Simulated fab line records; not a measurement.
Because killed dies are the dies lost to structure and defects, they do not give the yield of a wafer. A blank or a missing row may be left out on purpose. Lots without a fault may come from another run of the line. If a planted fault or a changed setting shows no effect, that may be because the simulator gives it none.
Which tool was responsible? -- flow gf180mcu -- 14 lots, 42 wafers sampled, at 2 steps of a route of 602

## WHAT THE GAUGES READ, wafer by wafer
GF_CONTACT_THK_MEAS_01. Usual: CONTACT_CVD_00_THK 299 nm, standard deviation 3.7.
lot,measured,on,CONTACT_CVD_00_THK (nm),flag
L182,day 15 16:08,film_metro-04,301 302 304,
L185,day 16 12:43,film_metro-04,293 295 295,
L186,day 16 21:53,film_metro-01,303 301 304,
L187,day 17 07:22,film_metro-01,300 302 298,
L188,day 17 12:04,film_metro-04,306 307 301,
L189,day 18 01:08,film_metro-01,297 301 295,
L190,day 18 07:49,film_metro-01,301 297 302,
L191,day 18 18:52,film_metro-01,304 302 301,
L192,day 19 02:54,film_metro-01,301 299 297,
L200,day 22 02:33,film_metro-02,300 303 303,
L201,day 22 09:17,film_metro-01,298 297 296,
L202,day 22 19:38,film_metro-02,297 302 293,
L203,day 22 21:29,film_metro-01,298 303 303,
L204,day 23 07:25,film_metro-01,303 304 300,

GF_CONTACT_THK_MEAS_03. Usual: CONTACT_CVD_02_THK 858 nm, standard deviation 17.
lot,measured,on,CONTACT_CVD_02_THK (nm),flag
L182,day 15 16:16,film_metro-04,836 865 846,
L185,day 16 12:50,film_metro-01,839 836 839,
L186,day 16 22:01,film_metro-02,837 872 863,
L187,day 17 07:32,film_metro-04,829 850 847,
L188,day 17 12:11,film_metro-04,861 881 865,
L189,day 18 01:16,film_metro-02,875 850 860,
L190,day 18 07:57,film_metro-02,864 837 848,
L191,day 18 18:59,film_metro-02,864 840 852,
L192,day 19 03:02,film_metro-02,846 872 850,
L200,day 22 02:41,film_metro-04,850 856 852,
L201,day 22 09:25,film_metro-04,843 853 855,
L202,day 22 19:46,film_metro-01,876 876 895,
L203,day 22 21:37,film_metro-04,879 849 897,
L204,day 23 07:32,film_metro-01,876 893 850,

## EACH LOT AND THE TOOL THAT RAN IT (in order: tool; ch and the chambers of the sampled wafers; start)
There is no process step in the record ahead of these readings.

## WHAT THE TOOLS THEMSELVES READ (means of the sampled wafers that have a number; where no wafer has one, the mark that the record gives instead)
The record holds no such reading with a usual standard deviation.

## THE ANSWER, worked out from the rows above alone
Rule: a lot counts as off when the mean over its wafers that have a number is more than 3 standard deviations away from the usual mean. A lot without any number at a reading at which 4 lots or more have one is off too. All remaining lots with rows at the step are treated as sound. The gauges are gone through in route order, then the tools' own readings, and for those a lot's mean is taken as printed above. The first step at which some lot is off is used, and at that step the reading that is off furthest; a lot without a number counts as furthest.
Across all readings shown, no lot is off: no conclusion can be drawn from this.

## WHAT THE SIMULATOR HAD INSERTED
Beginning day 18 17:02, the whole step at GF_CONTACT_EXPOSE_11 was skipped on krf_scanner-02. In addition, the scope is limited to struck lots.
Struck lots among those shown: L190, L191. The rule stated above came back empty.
